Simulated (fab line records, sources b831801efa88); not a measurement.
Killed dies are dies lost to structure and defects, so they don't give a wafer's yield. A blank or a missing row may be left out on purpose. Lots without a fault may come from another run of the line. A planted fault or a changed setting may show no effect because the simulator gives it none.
Chamber matching | flow gf180mcu | GF_V1_CMP_04 on cmp-02: 4 sister chambers
The step polishes SiO2. 4 wafers are shown with their chamber, then 11 later ones without.

WAFERS WITH THEIR CHAMBER
wafer  | chamber | motor_current_A (A)
L078.3 | 0       | 13.3
L087.4 | 1       | 10.6
L087.6 | 2       | 14.9
L089.1 | 3       | 12.0

WAFERS WITHOUT THEIR CHAMBER
wafer  | motor_current_A (A)
L089.4 | 13.2
L089.5 | 14.3
L092.2 | 14.8
L092.5 | 12.4
L092.6 | 14.4
L093.2 | 14.6
L093.3 | 15.0
L093.4 | 12.2
L095.1 | 14.6
L095.5 | 10.5
L095.6 | 14.8

WHICH CHAMBER EACH WENT THROUGH
wafer  | from the rows above     | in truth
L089.4 | 0                       | 0
L089.5 | can't be placed: 2 or 0 | 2
L092.2 | 2                       | 2
L092.5 | can't be placed: 3 or 0 | 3
L092.6 | can't be placed: 2 or 0 | 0
L093.2 | 2                       | 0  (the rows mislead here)
L093.3 | 2                       | 2
L093.4 | 3                       | 3
L095.1 | 2                       | 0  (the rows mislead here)
L095.5 | 1                       | 1
L095.6 | 2                       | 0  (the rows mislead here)
Placed correctly: 5 of 11. Can't be placed from these rows: 3 (the true chamber is among the candidates in 3). Placed wrongly: 3.
How it was worked out, from the rows above alone: a wafer's distance from a chamber is the root of the sum, over the readings, of the square of ((its reading less the chamber's mean) divided by the reading's scatter). The wafer belongs to the nearest chamber; if the next one is less than 2 further off, it can't be placed. A chamber's mean is the mean of its shown wafers. The scatter: with one shown wafer a chamber, the root of the mean of the squares of how far each hidden wafer lies from its nearest shown one.
